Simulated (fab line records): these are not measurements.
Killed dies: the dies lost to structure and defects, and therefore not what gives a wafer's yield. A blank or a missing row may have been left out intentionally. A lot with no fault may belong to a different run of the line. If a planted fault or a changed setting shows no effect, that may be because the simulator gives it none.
fab line records -- flow sky130
[record] lots = 6, wafers = 18, lastDay = 50
route steps=708 shown LDD_LDN@302 SPACER@304 POLY_CUT@307 PAD_OPEN@708
lots with no fault: from the same line, run without faults
startH: hours from the record's first day to the start of the lot's first wafer shown -- waitH: hours since the lot's step before -- " repeats the value in the row above -- L1.1+2: several wafers, shown together as one row -- - no value present, or no start provided -- * or withheld: withheld -- < > ~ a bound
route shown NAME@n: a module of which the file shows steps, and the number in the route of the first -- usual: mean/standard deviation of fault-free wafers -- same: alike in all rows -- chamber/n: place in a boat -- sites: per-site readings -- _std_site: the values' standard deviation -- _edge_site: the outer-site mean with the inner-site mean subtracted -- radiusMm: how far each site lies from the wafer's centre -- mask NAME#n: copy n -- behind: the most recent tool/chamber to have shaped the wafer -- hold: reason for holding the lot/hours on hold/outcome of the hold -- device: the transistor (n, p or np) that didn't switch -- end of line: the route-end tests of the same wafers -- for a step that has no rows: nothing shown but its recipe -- killed: dies lost to structure and defects at the first sort, not the wafer's yield -- map: per-die view of a wafer (x killed, . not killed, _ where there is no die)
set.NAME: the setting the step ran with; set.NAME@STEP: the setting that earlier step ran with -- model.NAME: the simulator's own value behind a step, which no gauge read
lots at some steps of the route; a table a step, a row a wafer
services: the hour from which a tool's chamber was out of use, counted from the record's first day as startH (under 0 if before that day), plus the number of hours and why
[[steps]]
[step SKY_LDD_LDN_TW_MEAS_13]
[usual] LDD_LDN_TW = 1474/20
lot.wafer,tool,chamber,startH,waitH,LDD_LDN_TW
L188.2,filmMetro-04,-,548.75,0.1,1463
L188.3,filmMetro-04,-,548.75,0.1,1474
L188.4,filmMetro-04,-,548.75,0.1,1458
L193.2,filmMetro-03,-,583.85,0.1,1503
L193.3,filmMetro-03,-,583.85,0.1,1503
L193.5,filmMetro-03,-,583.85,0.1,1502
L195.1,filmMetro-04,-,597.81,0.1,1462
L195.3,filmMetro-04,-,597.81,0.1,1463
L195.4,filmMetro-04,-,597.81,0.1,1464
L197.2,filmMetro-02,-,616.47,0.1,1455
L197.5,filmMetro-02,-,616.47,0.1,1446
L197.6,filmMetro-02,-,616.47,0.1,1453
L206.2,filmMetro-03,-,698.42,0.1,1503
L206.4,filmMetro-03,-,698.42,0.1,1501
L206.5,filmMetro-03,-,698.42,0.1,1499
L207.2,filmMetro-04,-,707.63,0.1,1460
L207.4,filmMetro-04,-,707.63,0.1,1468
L207.6,filmMetro-04,-,707.63,0.1,1464
[step SKY_LDD_LDN_CLEAN_14]
[recipe] chemistry = SC1/SC2, mix = 1:4:20, tempC = 70, timeS = 150, dry = n2Spin
[step SKY_SPACER_CVD_00]
[recipe] material = Si3N4, precursor = DCS/NH3, targetThkNm = 43.1, tempC = 770, timeS = 740, pressureMtorr = 250
[step SKY_SPACER_THK_MEAS_01]
[recipe] reads = Si3N4_of_SPACER_CVD_00
[usual] SPACER_CVD_00_THK = 42.9/0.39
lot.wafer,tool,chamber,startH,waitH,SPACER_CVD_00_THK[nm]
L188.2,filmMetro-01,-,550.95,0.0,43.3
L188.3,filmMetro-01,-,550.95,0.0,43.3
L188.4,filmMetro-01,-,550.95,0.0,43.3
L193.2,filmMetro-01,-,585.59,0.0,43.3
L193.3,filmMetro-01,-,585.59,0.0,43.2
L193.5,filmMetro-01,-,585.59,0.0,43.2
L195.1,filmMetro-02,-,600.06,0.0,43.0
L195.3,filmMetro-02,-,600.06,0.0,43.2
L195.4,filmMetro-02,-,600.06,0.0,42.7
L197.2,filmMetro-04,-,619.07,0.0,42.3
L197.5,filmMetro-04,-,619.07,0.0,42.9
L197.6,filmMetro-04,-,619.07,0.0,42.2
L206.2,filmMetro-01,-,700.22,0.0,42.8
L206.4,filmMetro-01,-,700.22,0.0,42.8
L206.5,filmMetro-01,-,700.22,0.0,42.9
L207.2,filmMetro-04,-,708.95,0.0,43.4
L207.4,filmMetro-04,-,708.95,0.0,43.3
L207.6,filmMetro-04,-,708.95,0.0,43.5
[step SKY_SPACER_ETCHBACK_02]
[recipe] chemistry = CH3F/O2, target = Si3N4, stopOn = SiO2, sourceW = 400, biasW = 80, pressureMtorr = 25, ch3fFlowSccm = 40, O2_flow_sccm = 30, timeS = 46.7, targetDepthA = 450
[usual] drypumpMotorCurrentA = 5.9/0.35, oesProductAu = 0.852/0.0059, rfFwdPowerW = 396.5/1.6, throttleValvePct = 10.561/0.009
lot.wafer,tool,chamber,startH,waitH,drypumpMotorCurrentA,oesProductAu,rfFwdPowerW,rfHoursCounterH,throttleValvePct
L188.2,rieDiel-02,1,551.00,0.0,5.7,0.852,395.2,4,10.580
L188.3,rieDiel-02,2,551.00,0.0,5.4,0.854,396.2,79,10.567
L188.4,rieDiel-02,3,551.00,0.0,5.5,0.857,394.1,4,10.570
L193.2,rieDiel-01,1,585.64,0.0,6.6,0.858,398.2,1,10.567
L193.3,rieDiel-01,3,585.64,0.0,5.9,0.852,398.0,1,10.549
L193.5,rieDiel-01,3,585.64,0.0,6.0,0.860,396.9,-,10.561
L195.1,rieDiel-01,0,600.12,0.1,6.0,0.853,398.5,67,10.566
L195.3,rieDiel-01,3,600.12,0.1,6.0,0.863,396.5,2,10.554
L195.4,rieDiel-01,1,600.12,0.1,6.6,0.848,397.5,1,10.580
L197.2,rieDiel-01,0,619.12,0.0,6.0,0.845,400.4,67,10.562
L197.5,rieDiel-01,0,619.12,0.0,6.0,0.853,398.9,-,10.555
L197.6,rieDiel-01,3,619.12,0.0,6.0,0.854,397.7,-,10.554
L206.2,rieDiel-01,0,700.27,0.0,6.0,0.848,395.5,1,10.564
L206.4,rieDiel-01,2,700.27,0.0,5.6,0.844,397.9,15,10.574
L206.5,rieDiel-01,1,700.27,0.0,6.6,0.850,396.3,-,10.534
L207.2,rieDiel-01,2,709.00,0.0,5.6,0.854,394.4,15,10.571
L207.4,rieDiel-01,0,709.00,0.0,6.0,0.861,399.5,2,10.577
L207.6,rieDiel-01,2,709.00,0.0,5.6,0.861,395.7,-,10.563
[step SKY_POLY_CUT_DEHYDRATE_00]
[recipe] tempC = 200, timeS = 60
[step SKY_POLY_CUT_HMDS_01]
[recipe] primeTimeS = 60, primeTempC = 120
[step SKY_POLY_CUT_COAT_02]
[recipe] resist = BARC, tempC = withheld, timeS = withheld, spinRpm = 3000, resistThkNm = 60
[step SKY_POLY_CUT_COAT_03]
[recipe] resist = KrF-thick, spinRpm = 3000, resistThkNm = 450
[step SKY_POLY_CUT_SOFTBAKE_04]
[recipe] tempC = 100, timeS = 90, resist = KrF-thick
[step SKY_POLY_CUT_EXPOSE_05]
[recipe] maskId = NPCM, na = 0.8, sourceShape = annular, sigmaInner = 0.55, sigmaOuter = 0.85, targetCdNm = 270, doseMj = 32
[step SKY_POLY_CUT_PEB_06]
[recipe] pebTempC = withheld, pebTimeS = withheld, resist = KrF-thick
[step SKY_POLY_CUT_DEVELOP_07]
[recipe] developTimeS = 60, resist = KrF-thick, devTempC = 21
[usual] chillPlateTempC = 23.00/0.11, developerTempC = 20.99/0.095
lot.wafer,tool,chamber,startH,waitH,chillPlateTempC,developerTempC
L188.2,lithoTrack-03,0,580,-,23.04,20.82
L188.3,lithoTrack-03,0,580,-,23.23,20.81
L188.4,lithoTrack-03,0,580,-,22.84,20.81
L193.2,lithoTrack-01,0,614,-,22.92,21.81
L193.3,lithoTrack-01,0,614,-,23.02,21.79
L193.5,lithoTrack-01,0,614,-,22.98,21.67
L195.1,lithoTrack-02,0,628,-,23.12,21.04
L195.3,lithoTrack-02,0,628,-,23.14,21.12
L195.4,lithoTrack-02,0,628,-,23.12,20.98
L197.2,lithoTrack-01,0,647,-,23.08,21.72
L197.5,lithoTrack-01,0,647,-,23.13,21.65
L197.6,lithoTrack-01,0,647,-,23.02,22.01
L206.2,lithoTrack-02,0,726,-,23.17,20.79
L206.4,lithoTrack-02,0,726,-,23.17,21.07
L206.5,lithoTrack-02,0,726,-,23.15,21.02
L207.2,lithoTrack-01,0,736,-,22.92,21.00
L207.4,lithoTrack-01,0,736,-,23.00,20.94
L207.6,lithoTrack-01,0,736,-,22.90,20.99
[step SKY_POLY_CUT_CD_MEAS_08]
[recipe] targetCdNm = 270
[usual] cdNm = 270.6/1.4
lot.wafer,tool,chamber,startH,waitH,cdNm
L188.2,cdSem-02,-,580.74,-,271.5
L188.3,cdSem-02,-,580.74,-,271.0
L188.4,cdSem-02,-,580.74,-,271.7
L193.2,cdSem-01,-,614.90,-,271.4
L193.3,cdSem-01,-,614.90,-,271.9
L193.5,cdSem-01,-,614.90,-,271.8
L195.1,cdSem-02,-,628.75,-,273.1
L195.3,cdSem-02,-,628.75,-,273.2
L195.4,cdSem-02,-,628.75,-,272.1
L197.2,cdSem-02,-,647.55,-,271.1
L197.5,cdSem-02,-,647.55,-,268.9
L197.6,cdSem-02,-,647.55,-,270.9
L206.2,cdSem-02,-,726.82,-,270.2
L206.4,cdSem-02,-,726.82,-,271.5
L206.5,cdSem-02,-,726.82,-,269.8
L207.2,cdSem-01,-,736.21,-,270.3
L207.4,cdSem-01,-,736.21,-,271.2
L207.6,cdSem-01,-,736.21,-,270.0
[step SKY_PAD_OPEN_PROBE_99]
[usual] killed_at_M0_to_M3 = 44/7.3, killed_at_M4_up = 3.5/1.8, killedAtContacts = 24/5.8, killedAtFrontEnd = 16/4.3, killedAtOther = 0.5/0.68, killedDies = 88/9.4, killedOpen = 48/6.8, killedShort = 40/6.1
[same] grossDies = 492, killedAtBackSide = 0
lot.wafer,tool,chamber,startH,waitH,killed_at_M0_to_M3,killed_at_M4_up,killedAtContacts,killedAtFrontEnd,killedAtOther,killedDies,killedOpen,killedShort
L195.1,prober-02,-,1125.27,0.1,48,2,21,21,0,92,56,36
L195.3,prober-02,-,1125.37,0.2,47,1,15,12,1,76,44,32
L195.4,prober-02,-,1125.42,0.2,54,6,16,19,0,95,44,50
L197.2,prober-02,-,1142.30,0.1,45,2,24,12,0,83,40,43
L197.5,prober-02,-,1142.45,0.2,45,5,27,18,0,95,57,38
L197.6,prober-02,-,1142.50,0.2,54,4,24,12,1,95,49,46
// killed by level:class
L195.1 VIA1:geometricParticle:open=11 CONTACT:geometricParticle:open=9 VIA3:geometricParticle:open=7 POLY_GATE:geometricParticle:open=5 POLY_GATE:geometricParticle:short=5 LI_CONTACT:geometricParticle:open=5 VIA1:geometricParticle:short=5 VIA2:geometricParticle:open=5
L195.3 VIA1:geometricParticle:open=15 VIA3:geometricParticle:open=8 CONTACT:geometricParticle:open=7 METAL2:geometricParticle:short=5 FIELD_ISO:geometricParticle:short=4 VIA3:geometricParticle:short=4 FIELD_ISO:geometricParticle:open=3 LI_CONTACT:geometricParticle:open=3
L195.4 METAL1:geometricParticle:short=9 VIA3:geometricParticle:open=8 METAL2:geometricParticle:short=7 VIA1:geometricParticle:open=7 FIELD_ISO:geometricParticle:open=6 METAL4:geometricParticle:short=6 VIA2:geometricParticle:open=6 POLY_GATE:geometricParticle:short=5
L197.2 VIA1:geometricParticle:open=10 CONTACT:geometricParticle:open=7 METAL1:geometricParticle:short=7 LI_CONTACT:geometricParticle:open=6 CONTACT:geometricParticle:short=6 VIA1:geometricParticle:short=6 METAL2:geometricParticle:short=5 VIA3:geometricParticle:open=5
L197.5 VIA1:geometricParticle:open=13 CONTACT:geometricParticle:open=11 CONTACT:geometricParticle:short=7 FIELD_ISO:geometricParticle:open=6 LI_CONTACT:geometricParticle:open=6 VIA1:geometricParticle:short=6 METAL2:geometricParticle:short=6 POLY_GATE:geometricParticle:open=4
L197.6 VIA1:geometricParticle:open=15 METAL1:geometricParticle:short=11 CONTACT:geometricParticle:open=7 METAL2:geometricParticle:short=7 LI_CONTACT:geometricParticle:open=6 VIA1:geometricParticle:short=6 LOCAL_INTERCONNECT:geometricParticle:short=4 VIA2:geometricParticle:short=4
[[services]]
tool,chamber,startH,hours,kind
rieDiel-02,3,540.01,1.2,repair
rieDiel-02,2,563.21,-,clean
rieDiel-02,2,563.21,16.0,scheduledDown
rieDiel-02,2,563.21,16.0,ventCycle
lithoTrack-01,-,634.13,-,consumableReplace:filter
rieDiel-01,0,638.44,-,clean
rieDiel-01,0,638.44,18.1,scheduledDown
rieDiel-01,0,638.44,18.1,ventCycle
rieDiel-01,3,641.58,9.1,repair
rieDiel-02,-,691.44,2.8,pm
rieDiel-01,-,694.35,2.2,repair
rieDiel-02,2,696.01,2.9,repair
rieDiel-02,3,723.93,10.6,repair
[[key]]
[firstSign] step = SKY_POLY_CUT_DEVELOP_07, reading = developerTempC, direction = up, sigmas = 8.3, usual = *, struck = *
effect none on later readings
metAt SKY_POLY_CUT_DEVELOP_07
struckWafers L193.2,L193.3,L193.5,L197.2,L197.5,L197.6
testerLeftOut L193,L197
[loopTrim] step = SKY_POLY_CUT_EXPOSE_05, setting = dose, lots = L197
[fault] kind = processParameterDrift, tool = lithoTrack-01, chamber = -, onsetH = 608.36, steps = SKY_POLY_CUT_DEVELOP_07, channel = devTempC, offset = *, shape = step, endH = 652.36, actsIn = *, stated = *
// testerLeftOut: of these lots the tester's yield and bins aren't shown, on N5 and GAA mostly nor the transistor test; their killed dies are dies lost to structure and defects alone, not to doping, threshold or leakage, so they don't give the yield
// loopTrim: a control loop set the setting to another value than it would have without faults
